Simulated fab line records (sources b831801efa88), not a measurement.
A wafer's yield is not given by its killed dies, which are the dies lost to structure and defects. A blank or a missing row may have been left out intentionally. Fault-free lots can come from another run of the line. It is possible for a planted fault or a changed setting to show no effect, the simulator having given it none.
What tool caused it? :: flow gf180mcu :: 39 wafers from 13 lots sampled at 6 of the route's 602 steps

## WHAT THE GAUGES READ, wafer by wafer
GF_MVSD_TW_MEAS_11. Usual: for MVSD_TW the level is 1562 and the standard deviation is 25.
lot: L275
measured: day 4 19:49
on: film metro-02
MVSD_TW: 1588 1589 1596
flag: 

lot: L278
measured: day 5 08:55
on: film metro-04
MVSD_TW: 1538 1551 1543
flag: 

lot: L279
measured: day 5 19:01
on: film metro-04
MVSD_TW: 1539 1540 1537
flag: 

lot: L280
measured: day 5 19:07
on: film metro-04
MVSD_TW: 1539 1541 1544
flag: 

lot: L284
measured: day 6 14:44
on: film metro-02
MVSD_TW: 1863 1871 1862
flag: OFF

lot: L285
measured: day 6 20:59
on: film metro-04
MVSD_TW: 1789 1793 1783
flag: OFF

lot: L286
measured: day 6 23:21
on: film metro-04
MVSD_TW: 1554 1553 1545
flag: 

lot: L287
measured: day 7 07:21
on: film metro-04
MVSD_TW: 1799 1794 1795
flag: OFF

lot: L288
measured: day 7 13:59
on: film metro-02
MVSD_TW: 1857 1868 1866
flag: OFF

lot: L293
measured: day 8 19:31
on: film metro-04
MVSD_TW: 1555 1552 1549
flag: 

lot: L295
measured: day 9 07:01
on: film metro-02
MVSD_TW: 1595 1593 1597
flag: 

lot: L297
measured: day 9 18:27
on: film metro-04
MVSD_TW: 1538 1539 1546
flag: 

lot: L298
measured: day 9 22:42
on: film metro-02
MVSD_TW: 1597 1594 1588
flag: 

GF_MVPSD_OVL_MEAS_07. Usual: for MVPSD_OVL the level is 0.7 nm and the standard deviation is 1.5.
lot: L275
measured: day 5 09:38
on: overlay-01
MVPSD_OVL (nm): 0.7 -0.8 -0.2
flag: 

lot: L278
measured: day 5 22:23
on: overlay-01
MVPSD_OVL (nm): 2.4 2.4 1.3
flag: 

lot: L279
measured: day 6 09:10
on: overlay-02
MVPSD_OVL (nm): -0.2 -0.2 0.4
flag: 

lot: L280
measured: day 6 09:20
on: overlay-01
MVPSD_OVL (nm): 0.9 -0.9 2.2
flag: 

lot: L284
measured: day 7 05:05
on: overlay-01
MVPSD_OVL (nm): 2.3 2.0 0.9
flag: 

lot: L285
measured: day 7 11:50
on: overlay-01
MVPSD_OVL (nm): 0.6 -0.1 -0.5
flag: 

lot: L286
measured: day 7 14:46
on: overlay-02
MVPSD_OVL (nm): -0.2 -0.6 0.2
flag: 

lot: L287
measured: day 7 23:16
on: overlay-02
MVPSD_OVL (nm): -0.1 0.9 0.7
flag: 

lot: L288
measured: day 8 05:43
on: overlay-02
MVPSD_OVL (nm): 0.2 0.4 -0.2
flag: 

lot: L293
measured: day 9 11:52
on: overlay-02
MVPSD_OVL (nm): 1.0 1.4 3.2
flag: 

lot: L295
measured: day 9 23:31
on: overlay-02
MVPSD_OVL (nm): -0.7 -0.3 -0.7
flag: 

lot: L297
measured: day 10 11:46
on: overlay-02
MVPSD_OVL (nm): -0.9 0.0 -1.1
flag: 

lot: L298
measured: day 10 16:32
on: overlay-01
MVPSD_OVL (nm): -0.6 -1.0 -1.7
flag: 

GF_VT_IMPLANT_RS_MEAS_46: the measuring method here is four-point-probe. Usual: for MVSD_RS the level is 457.0 ohm/sq and the standard deviation is 1.
lot: L275
measured: day 7 21:43
on: film metro-02
MVSD_RS (ohm/sq): 458.4 457.3 457.5
flag: 

lot: L278
measured: day 8 11:53
on: film metro-02
MVSD_RS (ohm/sq): 457.2 456.1 456.1
flag: 

lot: L279
measured: day 9 01:22
on: film metro-01
MVSD_RS (ohm/sq): 457.8 456.8 457.8
flag: 

lot: L280
measured: day 9 01:58
on: film metro-02
MVSD_RS (ohm/sq): 457.4 459.0 458.1
flag: 

lot: L284
measured: day 9 23:25
on: film metro-04
MVSD_RS (ohm/sq): 362.0 360.7 360.8
flag: OFF

lot: L285
measured: day 10 07:05
on: film metro-01
MVSD_RS (ohm/sq): 360.9 360.5 360.7
flag: OFF

lot: L286
measured: day 10 11:25
on: film metro-01
MVSD_RS (ohm/sq): 455.7 456.4 456.6
flag: 

lot: L287
measured: day 10 21:02
on: film metro-02
MVSD_RS (ohm/sq): 362.1 361.0 362.4
flag: OFF

lot: L288
measured: day 11 02:15
on: film metro-01
MVSD_RS (ohm/sq): 361.1 361.2 361.6
flag: OFF

lot: L293
measured: day 12 13:23
on: film metro-02
MVSD_RS (ohm/sq): 458.0 457.1 456.4
flag: 

lot: L295
measured: day 13 02:17
on: film metro-02
MVSD_RS (ohm/sq): 456.4 456.8 457.3
flag: 

lot: L297
measured: day 13 14:07
on: film metro-01
MVSD_RS (ohm/sq): 455.9 456.7 457.3
flag: 

lot: L298
measured: day 13 19:23
on: film metro-02
MVSD_RS (ohm/sq): 456.2 456.7 456.6
flag: 

GF_CONTACT_BOW_MEAS_05. Usual: for CONTACT_BOW the level is 67 um and the standard deviation is 6.5.
lot: L275
measured: day 15 13:28
on: film metro-02
CONTACT_BOW (um): 78 62 60
flag: 

lot: L278
measured: day 16 03:07
on: film metro-01
CONTACT_BOW (um): 59 61 65
flag: 

lot: L279
measured: day 16 21:01
on: film metro-02
CONTACT_BOW (um): 69 71 69
flag: 

lot: L280
measured: day 17 01:10
on: film metro-02
CONTACT_BOW (um): 76 78 76
flag: 

lot: L284
measured: day 18 09:58
on: film metro-02
CONTACT_BOW (um): 75 67 69
flag: 

lot: L285
measured: day 19 00:00
on: film metro-02
CONTACT_BOW (um): 71 64 72
flag: 

lot: L286
measured: day 19 00:17
on: film metro-01
CONTACT_BOW (um): 61 51 66
flag: 

lot: L287
measured: day 19 16:11
on: film metro-02
CONTACT_BOW (um): 71 66 73
flag: 

lot: L288
measured: day 20 04:51
on: film metro-04
CONTACT_BOW (um): 63 62 66
flag: 

lot: L293
measured: day 21 15:41
on: film metro-01
CONTACT_BOW (um): 59 74 72
flag: 

lot: L295
measured: day 22 11:40
on: film metro-01
CONTACT_BOW (um): 64 70 64
flag: 

lot: L297
measured: day 22 22:15
on: film metro-01
CONTACT_BOW (um): 68 77 76
flag: 

lot: L298
measured: day 23 04:23
on: film metro-02
CONTACT_BOW (um): 68 68 60
flag: 

GF_M1_RS_MEAS_05: the measuring method here is four-point-probe. Usual: for M1_ALCU_RS the level is 0.0694 ohm/sq and the standard deviation is 0.00086.
lot: L275
measured: day 16 12:26
on: film metro-03
M1_ALCU_RS (ohm/sq): 0.0685 0.0701 0.0688
flag: 

lot: L278
measured: day 17 02:44
on: film metro-02
M1_ALCU_RS (ohm/sq): 0.0710 0.0700 0.0714
flag: 

lot: L279
measured: day 17 21:53
on: film metro-03
M1_ALCU_RS (ohm/sq): 0.0689 0.0691 0.0691
flag: 

lot: L280
measured: day 18 01:57
on: film metro-02
M1_ALCU_RS (ohm/sq): 0.0700 0.0693 0.0679
flag: 

lot: L284
measured: day 19 11:23
on: film metro-03
M1_ALCU_RS (ohm/sq): 0.0690 0.0693 0.0706
flag: 

lot: L285
measured: day 20 01:43
on: film metro-02
M1_ALCU_RS (ohm/sq): 0.0693 0.0686 0.0696
flag: 

lot: L286
measured: day 20 01:57
on: film metro-03
M1_ALCU_RS (ohm/sq): 0.0687 0.0693 0.0702
flag: 

lot: L287
measured: day 20 17:50
on: film metro-04
M1_ALCU_RS (ohm/sq): 0.0698 0.0699 0.0698
flag: 

lot: L288
measured: day 21 06:17
on: film metro-03
M1_ALCU_RS (ohm/sq): 0.0697 0.0692 0.0690
flag: 

lot: L293
measured: day 22 17:18
on: film metro-03
M1_ALCU_RS (ohm/sq): 0.0692 0.0705 0.0699
flag: 

lot: L295
measured: day 23 12:10
on: film metro-03
M1_ALCU_RS (ohm/sq): 0.0696 0.0680 0.0703
flag: 

lot: L297
measured: day 23 22:14
on: film metro-04
M1_ALCU_RS (ohm/sq): 0.0691 0.0699 0.0711
flag: 

lot: L298
measured: day 24 04:34
on: film metro-03
M1_ALCU_RS (ohm/sq): 0.0701 0.0692 0.0708
flag: 

## WHAT TOOL EACH LOT RAN ON (gives the tool, then ch and the chambers of the sampled wafers, and finally the start)
lot: L275
GF_MVSD_IMPLANT_08: implanter-02 ch 0, day 4 19:27

lot: L278
GF_MVSD_IMPLANT_08: implanter-03 ch 0, day 5 08:31

lot: L279
GF_MVSD_IMPLANT_08: implanter-02 ch 0, day 5 14:27

lot: L280
GF_MVSD_IMPLANT_08: implanter-03 ch 0, day 5 14:49

lot: L284
GF_MVSD_IMPLANT_08: implanter-03 ch 0, day 6 14:22

lot: L285
GF_MVSD_IMPLANT_08: implanter-03 ch 0, day 6 20:35

lot: L286
GF_MVSD_IMPLANT_08: implanter-02 ch 0, day 6 22:57

lot: L287
GF_MVSD_IMPLANT_08: implanter-03 ch 0, day 7 06:57

lot: L288
GF_MVSD_IMPLANT_08: implanter-03 ch 0, day 7 13:35

lot: L293
GF_MVSD_IMPLANT_08: implanter-02 ch 0, day 8 19:08

lot: L295
GF_MVSD_IMPLANT_08: implanter-01 ch 0, day 9 06:38

lot: L297
GF_MVSD_IMPLANT_08: implanter-01 ch 0, day 9 18:03

lot: L298
GF_MVSD_IMPLANT_08: implanter-03 ch 0, day 9 22:18
- GF_MVSD_IMPLANT_08

## WHAT THE TOOLS THEMSELVES READ (means of the sampled wafers that have a number; where no wafer has one, the mark that the record gives instead)
GF_MVSD_IMPLANT_08. Usual: beam energy keV 399.96, standard deviation 0.13; beam on s 9.98 s, standard deviation 0.2; dose ions cm2 1.5997e+13, standard deviation 1.7e+10; faraday current uA 90.4, standard deviation 1.8.
lot: L275
tool: implanter-02
beam energy keV: 399.99
beam on s (s): 10.09
dose ions cm2: 1.5995e+13
faraday current uA: 89.5
flag: 

lot: L278
tool: implanter-03
beam energy keV: 400.10
beam on s (s): 9.85
dose ions cm2: 1.5988e+13
faraday current uA: 91.3
flag: 

lot: L279
tool: implanter-02
beam energy keV: 399.96
beam on s (s): 10.02
dose ions cm2: 1.5972e+13
faraday current uA: 89.7
flag: 

lot: L280
tool: implanter-03
beam energy keV: 400.00
beam on s (s): 9.97
dose ions cm2: 1.6012e+13
faraday current uA: 90.6
flag: 

lot: L284
tool: implanter-03
beam energy keV: 399.96
beam on s (s): 10.27
dose ions cm2: 2.6622e+13
faraday current uA: 146.5
flag: OFF

lot: L285
tool: implanter-03
beam energy keV: 400.07
beam on s (s): 9.86
dose ions cm2: 2.6625e+13
faraday current uA: 152.3
flag: OFF

lot: L286
tool: implanter-02
beam energy keV: 399.90
beam on s (s): 10.08
dose ions cm2: 1.6007e+13
faraday current uA: 89.5
flag: 

lot: L287
tool: implanter-03
beam energy keV: 399.66
beam on s (s): 10.00
dose ions cm2: 2.6611e+13
faraday current uA: 150.0
flag: OFF

lot: L288
tool: implanter-03
beam energy keV: 400.04
beam on s (s): 10.00
dose ions cm2: 2.6623e+13
faraday current uA: 150.0
flag: OFF

lot: L293
tool: implanter-02
beam energy keV: 399.89
beam on s (s): 9.84
dose ions cm2: 1.6002e+13
faraday current uA: 91.9
flag: 

lot: L295
tool: implanter-01
beam energy keV: 399.92
beam on s (s): 9.84
dose ions cm2: 1.5994e+13
faraday current uA: 91.9
flag: 

lot: L297
tool: implanter-01
beam energy keV: 399.95
beam on s (s): 10.08
dose ions cm2: 1.5991e+13
faraday current uA: 89.3
flag: 

lot: L298
tool: implanter-03
beam energy keV: 399.96
beam on s (s): 9.99
dose ions cm2: 1.6000e+13
faraday current uA: 90.4
flag: 

## THE ANSWER, worked out from the rows above alone
Rule: a lot counts as off when the mean over its wafers that have a number is more than 3 standard deviations away from the usual mean. A lot without any number at a reading at which 4 lots or more have one is off too. All remaining lots with rows at the step are treated as sound. First the gauges in route order, then the tools' own readings, where a lot's mean is used as printed above. At the first step where some lot is off, the reading lying furthest off is the one used; lots without a number count as furthest.
Off: L284, L285, L287, L288, at GF_MVSD_TW_MEAS_11 (MVSD_TW).
A tool fits if, at a process step before that reading, it ran every lot that is off, and no sound lot after the first of them. The gauges at GF_MVSD_TW_MEAS_11 aren't tried: what is off there is off at GF_MVSD_IMPLANT_08 too, on other tools, and a gauge's error can't cause that. No candidate that was tried fits.

## WHAT WAS PUT IN BY THE SIMULATOR
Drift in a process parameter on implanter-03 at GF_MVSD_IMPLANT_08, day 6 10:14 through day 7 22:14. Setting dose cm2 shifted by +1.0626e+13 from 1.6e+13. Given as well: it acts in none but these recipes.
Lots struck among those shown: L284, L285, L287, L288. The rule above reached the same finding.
